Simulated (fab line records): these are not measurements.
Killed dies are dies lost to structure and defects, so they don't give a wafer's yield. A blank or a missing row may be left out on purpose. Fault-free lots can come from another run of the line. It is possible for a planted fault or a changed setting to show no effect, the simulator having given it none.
Which tool did it?    flow sky130    7 lots with 21 wafers sampled at 3 steps, on a route of 708 steps

## WHAT THE GAUGES SHOWED, per wafer
SKY_LDD_P_TW_MEAS_11.
lot   measured      on            LDD_P_TW
L304  day 19 20:56  filmMetro-01  654 651 652
L306  day 20 09:36  filmMetro-01  648 649 649
L309  day 21 13:31  filmMetro-03  629 628 630
L311  day 22 07:32  filmMetro-03  630 626 626
L313  day 23 07:25  filmMetro-02  30 30 30
L322  day 26 06:10  filmMetro-03  629 630 631
L323  day 26 21:37  filmMetro-03  628 632 630

## WHICH TOOL RAN EACH LOT (tool, then ch and the chambers of the sampled wafers, then the start)
lot   SKY_GATE_OXIDE_STRIP_13              SKY_LDD_P_IMPLANT_09
L304  plasmaAsher-01 ch 0, day 14 14:59    implanter-01 ch 0, day 19 20:41
L306  plasmaAsher-02 ch 0,1, day 14 23:11  implanter-02 ch 0, day 20 09:21
L309  plasmaAsher-03 ch 0,1, day 16 04:49  implanter-04 ch 0, day 21 13:16
L311  plasmaAsher-03 ch 0,1, day 16 22:52  implanter-02 ch 0, day 22 07:19
L313  plasmaAsher-03 ch 0,1, day 17 19:19  implanter-02, day 23 07:13
L322  plasmaAsher-01 ch 0,1, day 20 22:19  implanter-04 ch 0, day 26 05:57
L323  plasmaAsher-01 ch 0,1, day 21 16:32  implanter-04 ch 0, day 26 21:22
- SKY_GATE_OXIDE_STRIP_13: strips in O2/N2.
- SKY_LDD_P_IMPLANT_09

## THE ANSWER, worked out from the rows above alone
Rule: usual is defined by the lots themselves. The widest of any qualifying gaps counts: lots, ordered by their means at a reading, are off when they make up no more than a third of the lots, leave a main group of 4 or more, and stand apart from it by 3 or more times the standard deviation of that group's means. A main group is skipped when, at the precision printed for the reading in the tables above, its means are all equal. A lot without any number at a reading at which 4 lots or more have one is off too. The other lots that the step has rows for count as sound.
Off: L313, at SKY_LDD_P_TW_MEAS_11 (LDD_P_TW). Main group: mean 636, sd 10.
If a tool, at a process step before that reading, ran all the lots that are off and no sound lot after the first of them, it fits. Gauges at SKY_LDD_P_TW_MEAS_11: tried the same way as those tools. Can't be told from this: 3 tools fit, plasmaAsher-03 at SKY_GATE_OXIDE_STRIP_13, implanter-02 at SKY_LDD_P_IMPLANT_09, filmMetro-02 at SKY_LDD_P_TW_MEAS_11.

## WHAT HAD BEEN PUT IN BY THE SIMULATOR
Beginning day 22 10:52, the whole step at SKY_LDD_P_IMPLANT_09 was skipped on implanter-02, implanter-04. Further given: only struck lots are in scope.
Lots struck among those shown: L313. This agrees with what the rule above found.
